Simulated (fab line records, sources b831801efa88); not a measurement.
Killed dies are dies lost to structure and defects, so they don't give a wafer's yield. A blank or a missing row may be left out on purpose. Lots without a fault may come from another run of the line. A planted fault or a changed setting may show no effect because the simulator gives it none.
One fault seen from 2 desks | flow gf180mcu | each desk has only its own numbers; what lay behind them comes last

THE METROLOGY DESK
What the gauges read, lot by lot, whatever tool the lot ran on: means of the sampled wafers that have a number. A lot is out of limits, marked OUT, if its mean lies more than 4 standard deviations from the usual mean; the brackets give that distance.
Columns: A = PSD_TW at GF_PSD_TW_MEAS_11, usual 3176; B = PSD_RS at GF_PSD_RS_MEAS_15, usual 108.6 ohm/sq
lot  | first seen here | A              | B
L208 | day 14 19:49    | 3169           | 108.4
L209 | day 15 04:53    | 3200           | 108.6
L212 | day 16 15:46    | 3163           | 109.0
L213 | day 16 23:32    | 3179           | 108.7
L214 | day 17 17:04    | 3162           | 108.3
L217 | day 18 08:13    | 3177           | 108.8
L219 | day 18 16:31    | 3166           | 108.2
L227 | day 21 09:58    | 2810 (-26) OUT | 149.0 (+99 or more) OUT
L229 | day 22 08:07    | 2792 (-27) OUT | 148.8 (+99 or more) OUT
L230 | day 22 15:02    | 3186           | 108.4
This desk's finding: out of limits on L227, L229; first on L227, day 21 09:58 (PSD_TW at GF_PSD_TW_MEAS_11). In limits: L208, L209, L212, L213, L214, L217, L219, L230.

THE TOOL OWNER'S DESK: implanter-03
The tool's own readings at GF_PSD_IMPLANT_09: means of the sampled wafers that have a number, for each lot that ran on this tool. A lot is out of limits, marked OUT, if its mean lies more than 4 standard deviations from the usual mean; the brackets give that distance.
Columns: A = dose_ions_cm2 at GF_PSD_IMPLANT_09, usual 1.5002e+15; B = end_station_pressure_torr at GF_PSD_IMPLANT_09, usual 1.17e-05 Torr; C = faraday_current_uA at GF_PSD_IMPLANT_09, usual 8264
lot  | first seen here | A                            | B                   | C
L212 | day 16 15:31    | 1.4986e+15                   | 1.20e-05            | 8322
L219 | day 18 16:16    | 1.5008e+15                   | 1.18e-05            | 8271
L227 | day 21 09:43    | 8.4987e+14 (-99 or more) OUT | 8.20e-06 (-5.8) OUT | 4691 (-22) OUT
L229 | day 22 07:52    | 8.4703e+14 (-99 or more) OUT | 8.73e-06 (-4.9) OUT | 4744 (-22) OUT
This desk's finding: out of limits on L227, L229; first on L227, day 21 09:43 (dose_ions_cm2 at GF_PSD_IMPLANT_09). In limits: L212, L219.

PUT TOGETHER
The tool owner's desk could have raised an alarm at day 21 09:43, on L227, L229.
The metrology desk could have raised an alarm at day 21 09:58, on L227, L229.
Of the lots named, all ran GF_PSD_IMPLANT_09 on implanter-03.

WHAT THE SIMULATOR HAD PUT IN
Process parameter drift: implanter-03, from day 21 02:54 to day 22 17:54, at GF_PSD_IMPLANT_09. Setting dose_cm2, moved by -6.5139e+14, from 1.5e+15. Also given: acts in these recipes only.
Lots struck among those shown: L227, L229.
Hours from the fault's start to each desk's first reading out of limits: the tool owner's desk, 7; the metrology desk, 7.
